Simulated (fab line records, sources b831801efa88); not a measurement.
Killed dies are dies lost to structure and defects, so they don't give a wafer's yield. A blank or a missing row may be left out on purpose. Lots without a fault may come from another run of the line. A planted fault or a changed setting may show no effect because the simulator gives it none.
Which tool did it? | flow gf180mcu | 14 lots, 42 wafers sampled, at 3 steps of a route of 602

WHAT THE GAUGES READ, wafer by wafer
GF_M5_CD_MEAS_07: target cd 280 nm.
lot  | measured     | on        | cd_nm (nm)
L518 | day 26 15:11 | cd_sem-02 | 279.2 279.0 279.4
L519 | day 27 01:07 | cd_sem-02 | 278.2 279.3 278.9
L522 | day 27 18:47 | cd_sem-01 | 280.7 279.4 279.1
L523 | day 28 02:03 | cd_sem-02 | 281.1 278.8 279.1
L524 | day 28 14:41 | cd_sem-02 | 280.7 280.0 280.2
L526 | day 29 01:07 | cd_sem-01 | 278.8 278.1 278.4
L528 | day 29 09:46 | cd_sem-02 | 279.0 278.1 279.1
L527 | day 29 10:07 | cd_sem-01 | 282.6 280.9 282.2
L529 | day 29 20:30 | cd_sem-02 | 279.9 279.7 280.1
L534 | day 31 04:45 | cd_sem-01 | 280.7 280.9 281.1
L535 | day 31 10:40 | cd_sem-02 | 278.1 280.9 280.4
L536 | day 31 18:43 | cd_sem-01 | 277.9 278.3 278.7
L540 | day 32 12:03 | cd_sem-01 | 279.3 277.7 278.1
L541 | day 32 17:49 | cd_sem-01 | 279.5 277.8 279.1

GF_V5_CD_MEAS_14: target cd 260 nm.
lot  | measured     | on        | cd_nm (nm)
L518 | day 27 12:46 | cd_sem-01 | 262.0 261.1 261.3
L519 | day 27 22:56 | cd_sem-02 | 260.2 259.0 258.6
L522 | day 28 15:28 | cd_sem-01 | 260.3 260.0 260.1
L523 | day 28 22:54 | cd_sem-01 | 259.1 259.9 259.6
L524 | day 29 11:34 | cd_sem-01 | 260.0 260.4 260.8
L526 | day 29 22:35 | cd_sem-02 | 262.2 261.9 260.9
L528 | day 30 06:40 | cd_sem-02 | 259.5 259.9 260.6
L527 | day 30 07:49 | cd_sem-01 | 258.8 259.0 260.1
L529 | day 30 16:19 | cd_sem-01 | 261.1 260.1 259.7
L534 | day 31 23:56 | cd_sem-02 | 260.8 261.4 260.3
L535 | day 32 05:23 | cd_sem-01 | - - -
L536 | day 32 12:29 | cd_sem-01 | - - -
L540 | day 33 05:56 | cd_sem-02 | 259.1 260.0 259.7
L541 | day 33 10:28 | cd_sem-02 | 259.3 259.6 258.2

WHICH TOOL RAN EACH LOT (tool, then ch and the chambers of the sampled wafers, then the start)
lot  | GF_V5_PEB_12
L518 | litho_track-01 ch 0, day 27 12:25
L519 | litho_track-04 ch 0, day 27 22:35
L522 | litho_track-03 ch 0, day 28 15:07
L523 | litho_track-04 ch 0, day 28 22:35
L524 | litho_track-04 ch 0, day 29 11:13
L526 | litho_track-01 ch 0, day 29 22:14
L528 | litho_track-03 ch 0, day 30 06:19
L527 | litho_track-04 ch 0, day 30 07:28
L529 | litho_track-04 ch 0, day 30 16:01
L534 | litho_track-04 ch 0, day 31 23:35
L535 | litho_track-04, day 32 05:02
L536 | litho_track-01, day 32 12:08
L540 | litho_track-04 ch 0, day 33 05:35
L541 | litho_track-01 ch 0, day 33 10:09
- GF_V5_PEB_12: peb time 90 s.

WHAT THE TOOLS THEMSELVES READ (means of the sampled wafers that have a number; where no wafer has one, the mark that the record gives instead)
GF_V5_PEB_12.
lot  | tool           | chill_plate_temp_C (C) | exhaust_pa (Pa)
L518 | litho_track-01 | 23.08                  | 45.4
L519 | litho_track-04 | 23.10                  | 43.9
L522 | litho_track-03 | 22.97                  | 44.6
L523 | litho_track-04 | 23.01                  | 45.2
L524 | litho_track-04 | 22.92                  | 44.4
L526 | litho_track-01 | 23.04                  | 45.9
L528 | litho_track-03 | 23.04                  | 43.6
L527 | litho_track-04 | 23.08                  | 44.9
L529 | litho_track-04 | 23.09                  | 45.4
L534 | litho_track-04 | 23.02                  | 45.1
L535 | litho_track-04 | -                      | -
L536 | litho_track-01 | -                      | -
L540 | litho_track-04 | 22.92                  | 44.8
L541 | litho_track-01 | 22.94                  | 44.2

THE ANSWER, worked out from the rows above alone
Rule: what is usual is taken from the lots themselves. Put in order of their means at a reading, lots are off if they are a third of the lots or fewer, leave a main group of 4 or more, and stand apart from it by a gap of 3 or more times the standard deviation of the main group's means; of several such gaps the widest counts. A main group whose means are all the same, to the digits that the tables above print for the reading, isn't used. A lot without any number at a reading at which 4 lots or more have one is off too. The other lots that the step has rows for count as sound. The gauges are gone through in route order, then the tools' own readings, and for those a lot's mean is taken as printed above. The first step at which some lot is off is used, and at that step the reading that is off furthest; a lot without a number counts as furthest.
Off: L535, L536, at GF_V5_CD_MEAS_14 (cd_nm). Without a number there: L535, L536. The main group: mean 260.1 nm, standard deviation 0.82.
A tool fits if, at a process step before that reading, it ran every lot that is off, and no sound lot after the first of them. The gauges at GF_V5_CD_MEAS_14 aren't tried: what is off there is off at GF_V5_PEB_12 too, on other tools, and a gauge's error can't cause that. None of those tried fits.

WHAT THE SIMULATOR HAD PUT IN
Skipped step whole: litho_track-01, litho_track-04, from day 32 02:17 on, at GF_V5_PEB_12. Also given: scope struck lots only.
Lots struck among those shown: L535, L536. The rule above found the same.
